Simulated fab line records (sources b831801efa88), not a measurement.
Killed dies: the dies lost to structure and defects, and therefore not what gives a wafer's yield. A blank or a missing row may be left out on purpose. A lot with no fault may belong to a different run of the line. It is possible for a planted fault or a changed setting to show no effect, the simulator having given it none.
One fault seen from 2 desks || flow gf180mcu || numbers are kept per desk, each desk with only its own; the story behind them comes last

== DESK OF THE TOOL OWNER: pvd_sputter-03 ==
The tool's own readings at GF_M2_SPUTTER_04 (material TiN, target thk 50 nm, time 41.7 s): means of the sampled wafers that have a number, for each lot that ran on this tool. If a lot's mean is further than 4 standard deviations from the usual mean, the lot is out of limits and carries the mark OUT (the distance appears in the brackets).
Columns: A = throttle_valve_pct at GF_M2_SPUTTER_04, usual 30.2 %
{"lot": "L734", "first seen here": "day 21 05:42", "A": 29.3}
{"lot": "L742", "first seen here": "day 23 16:52", "A": 29.7}
{"lot": "L743", "first seen here": "day 24 03:48", "A": 30.7}
Finding of this desk: none of the 3 lots has anything out of limits.

== THE METROLOGY DESK ==
Means of the sampled wafers that have a number, per lot and without regard to the tool the lot ran on: this is what the gauges read. If a lot's mean is further than 4 standard deviations from the usual mean, the lot is out of limits and carries the mark OUT (the distance appears in the brackets). It has 9 readings; the 7 that lie furthest out on some lot are the ones shown.
Columns: A = V1_W_RS at GF_V1_RS_MEAS_24, usual 0.323 ohm/sq; B = V1_W_THK at GF_V1_THK_MEAS_25, usual 344 nm; C = M2_ALCU_RS at GF_M2_RS_MEAS_05, usual 0.0691 ohm/sq; D = M2_ALCU_THK at GF_M2_THK_MEAS_06, usual 443 nm; E = M2_OVL at GF_M2_OVL_MEAS_15, usual -1 nm; F = V2_CVD_02_THK at GF_V2_THK_MEAS_03, usual 848 nm; G = V2_BOW at GF_V2_BOW_MEAS_05, usual 100 um
{"lot": "L734", "first seen here": "day 21 05:04", "A": 0.321, "B": 342, "C": 0.0697, "D": 438, "E": 1, "F": 857, "G": 93}
{"lot": "L735", "first seen here": "day 21 07:19", "A": 0.332, "B": 333, "C": 0.0694, "D": 440, "E": -4, "F": 847, "G": 103}
{"lot": "L742", "first seen here": "day 23 16:13", "A": 0.320, "B": 344, "C": 0.0705, "D": 438, "E": -7, "F": 847, "G": 108}
{"lot": "L743", "first seen here": "day 24 03:10", "A": 0.324, "B": 348, "C": 0.0697, "D": 448, "E": -5, "F": 846, "G": 92}
{"lot": "L745", "first seen here": "day 24 20:48", "A": 0.329, "B": 337, "C": 0.0686, "D": 447, "E": -5, "F": 858, "G": 97}
{"lot": "L746", "first seen here": "day 25 08:41", "A": 0.326, "B": 338, "C": 0.0683, "D": 447, "E": -5, "F": 852, "G": 102}
Finding of this desk: none of the 6 lots has anything out of limits.

== BROUGHT TOGETHER ==
The tool owner's desk saw nothing out of limits.
Nothing out of limits was seen by the metrology desk.

== WHAT THE SIMULATOR PUT IN ==
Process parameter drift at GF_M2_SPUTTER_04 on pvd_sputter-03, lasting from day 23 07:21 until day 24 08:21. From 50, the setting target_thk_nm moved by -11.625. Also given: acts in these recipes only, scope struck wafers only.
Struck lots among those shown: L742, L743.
